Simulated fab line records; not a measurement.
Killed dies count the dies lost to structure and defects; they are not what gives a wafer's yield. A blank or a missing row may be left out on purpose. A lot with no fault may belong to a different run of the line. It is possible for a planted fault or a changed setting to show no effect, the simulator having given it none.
The tool behind it: which one? ; flow gf180mcu ; 13 lots with 39 wafers sampled at 5 steps, on a route of 602 steps

WHAT EACH GAUGE READ, for each wafer
GF_DNWELL_TW_MEAS_09. Usual: for DNWELL_TW the level is 1338 and the standard deviation is 15.
lot;measured;on;DNWELL_TW;flag
L699;day 2 20:31;film_metro-02;1338 1340 1338;
L700;day 3 00:08;film_metro-02;1332 1341 1343;
L702;day 3 16:11;film_metro-02;1329 1340 1334;
L704;day 3 22:55;film_metro-02;1337 1328 1332;
L706;day 4 10:52;film_metro-03;1337 1341 1333;
L707;day 4 14:10;film_metro-02;1333 1328 1336;
L708;day 4 18:15;film_metro-03;1335 1328 1336;
L709;day 5 00:55;film_metro-02;1330 1338 1337;
L710;day 5 05:41;film_metro-03;1316 1322 1321;
L712;day 5 17:08;film_metro-01;1363 1358 1358;
L718;day 6 23:16;film_metro-02;1502 1495 1498 1502 1504 1500;OFF
L721;day 7 14:52;film_metro-03;1497 1491 1486 1499 1491 1490;OFF
L722;day 7 20:19;film_metro-02;1334 1327 1335;

GF_V4_BOW_MEAS_05. Usual: for V4_BOW the level is 135 um and the standard deviation is 8.9.
lot;measured;on;V4_BOW (um);flag
L699;day 23 11:23;film_metro-03;136 134 146;
L700;day 23 15:21;film_metro-01;128 135 126;
L702;day 24 22:22;film_metro-04;126 122 125;
L704;day 25 10:07;film_metro-01;127 136 128;
L706;day 26 01:35;film_metro-04;137 145 137;
L707;day 26 06:14;film_metro-03;125 132 134;
L708;day 26 09:58;film_metro-03;132 141 134;
L709;day 26 20:54;film_metro-04;123 123 125;
L710;day 27 11:25;film_metro-03;134 132 132;
L712;day 27 19:29;film_metro-04;144 137 135;
L718;day 29 11:16;film_metro-04;136 149 142;
L721;day 30 03:48;film_metro-03;136 141 133;
L722;day 30 11:48;film_metro-04;125 128 125;

GF_V4_RS_MEAS_24: uses a four-point probe to measure. Usual: for V4_W_RS the level is 0.326 ohm/sq and the standard deviation is 0.0046.
lot;measured;on;V4_W_RS (ohm/sq);flag
L699;day 24 10:20;film_metro-04;0.326 0.329 0.330;
L700;day 24 14:26;film_metro-04;0.326 0.328 0.325;
L702;day 25 20:26;film_metro-01;0.330 0.321 0.328;
L704;day 26 08:22;film_metro-03;0.317 0.319 0.320;
L706;day 26 23:26;film_metro-04;0.333 0.324 0.326;
L707;day 27 03:44;film_metro-03;0.326 0.329 0.321;
L708;day 27 07:35;film_metro-01;0.322 0.331 0.320;
L709;day 27 17:58;film_metro-03;0.325 0.333 0.331;
L710;day 28 08:02;film_metro-04;0.328 0.317 0.322;
L712;day 28 17:06;film_metro-04;0.318 0.323 0.317;
L718;day 30 06:49;film_metro-03;0.321 0.325 0.323;
L721;day 30 22:47;film_metro-01;0.319 0.318 0.319;
L722;day 31 07:20;film_metro-04;0.327 0.325 0.326;

WHAT TOOL EACH LOT RAN ON (gives the tool, then ch and the chambers of the sampled wafers, and finally the start)
lot;GF_DNWELL_IMPLANT_07;GF_V4_ETCH_16
L699;implanter-04 ch 0, day 2 20:17;rie_diel-03 ch 1,3, day 24 09:19
L700;implanter-02 ch 0, day 2 23:56;rie_diel-03 ch 1,2,3, day 24 13:11
L702;implanter-01 ch 0, day 3 15:59;rie_diel-02 ch 0,1,2, day 25 19:25
L704;implanter-04 ch 0, day 3 22:41;rie_diel-02 ch 1,2,3, day 26 07:22
L706;implanter-01 ch 0, day 4 10:37;rie_diel-02 ch 0,2, day 26 22:34
L707;implanter-02 ch 0, day 4 13:55;rie_diel-03 ch 2,3, day 27 02:52
L708;implanter-01 ch 0, day 4 18:00;rie_diel-02 ch 1,2,3, day 27 06:43
L709;implanter-04 ch 0, day 5 00:40;rie_diel-03 ch 1,2,3, day 27 17:03
L710;implanter-02 ch 0, day 5 05:29;rie_diel-02 ch 1,2, day 28 07:07
L712;implanter-04 ch 0, day 5 16:55;rie_diel-03 ch 0,2,3, day 28 16:10
L718;implanter-02 ch 0, day 6 23:01;rie_diel-02 ch 0,1,3, day 30 05:54
L721;implanter-02 ch 0, day 7 14:38;rie_diel-03 ch 1,3, day 30 21:51
L722;implanter-04 ch 0, day 7 20:04;rie_diel-04 ch 0,2, day 31 06:08
- GF_DNWELL_IMPLANT_07
- GF_V4_ETCH_16: etches BARC in N2/H2.

AS READ BY THE TOOLS THEMSELVES (means over the sampled wafers that have a number; for cases with no such wafer, the mark the record gives instead)
GF_DNWELL_IMPLANT_07. Usual: tilt_deg 0.003 degrees, standard deviation 0.02.
lot;tool;tilt_deg (degrees);flag
L699;implanter-04;0.010;
L700;implanter-02;0.007;
L702;implanter-01;0.006;
L704;implanter-04;0.000;
L706;implanter-01;-0.012;
L707;implanter-02;0.010;
L708;implanter-01;0.027;
L709;implanter-04;0.011;
L710;implanter-02;-0.017;
L712;implanter-04;0.004;
L718;implanter-02;8.860;OFF
L721;implanter-02;8.815;OFF
L722;implanter-04;0.004;

GF_V4_ETCH_16. Usual: drypump_motor_current_A 5.8 A, standard deviation 0.36; h2_flow_sccm 200.1 sccm, standard deviation 0.63; oes_product_au 0.855 a.u., standard deviation 0.0048; throttle_valve_pct 13.223 %, standard deviation 0.009.
lot;tool;drypump_motor_current_A (A);h2_flow_sccm (sccm);oes_product_au (a.u.);throttle_valve_pct (%);flag
L699;rie_diel-03;5.4;200.4;0.857;13.215;
L700;rie_diel-03;5.3;199.8;0.854;13.236;
L702;rie_diel-02;5.9;200.1;0.853;13.222;
L704;rie_diel-02;5.9;200.5;0.856;13.220;
L706;rie_diel-02;6.0;200.0;0.860;13.236;
L707;rie_diel-03;5.3;199.7;0.856;13.226;
L708;rie_diel-02;5.8;199.9;0.854;13.221;
L709;rie_diel-03;5.3;199.8;0.854;13.225;
L710;rie_diel-02;5.7;200.3;0.858;13.221;
L712;rie_diel-03;5.4;200.1;0.861;13.227;
L718;rie_diel-02;6.0;200.3;0.856;13.231;
L721;rie_diel-03;5.4;200.1;0.853;13.221;
L722;rie_diel-04;6.0;199.7;0.851;13.223;

THE ANSWER, worked out from the rows above alone
Rule: lot off if the mean of its wafers having a number is beyond 3 standard deviations from the usual mean. Also off: a lot with no number at a reading for which 4 or more lots have one. All remaining lots with rows at the step are treated as sound. Order of review: gauges by route order, followed by the tools' own readings, for which a lot's mean as printed above is used. At the first step where some lot is off, the reading lying furthest off is the one used; lots without a number count as furthest.
Off: L718, L721, at GF_DNWELL_TW_MEAS_09 (DNWELL_TW).
If a tool, at a process step before that reading, ran all the lots that are off and no sound lot after the first of them, it fits. The gauges at GF_DNWELL_TW_MEAS_09 aren't tried: what is off there is off at GF_DNWELL_IMPLANT_07 too, on other tools, and a gauge's error can't cause that. One candidate fits, namely implanter-02 at GF_DNWELL_IMPLANT_07. A fault onset in the window from L710 (day 5 05:29, its last sound lot) to L718 (day 6 23:01, its first lot off) fits.
The tool's own readings at GF_DNWELL_IMPLANT_07 bear it out: on the lots that are off they differ by more than 5 times the standard deviation of the sound lots' means. tilt_deg reads 8.837 degrees there against 0.005 degrees on the sound lots.

WHAT THE SIMULATOR HAD INSERTED
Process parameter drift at GF_DNWELL_IMPLANT_07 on implanter-02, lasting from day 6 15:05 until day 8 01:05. The setting tilt_deg was moved by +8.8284, starting from 0. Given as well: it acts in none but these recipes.
Struck lots among those shown: L718, L721. The rule given above showed the same thing.
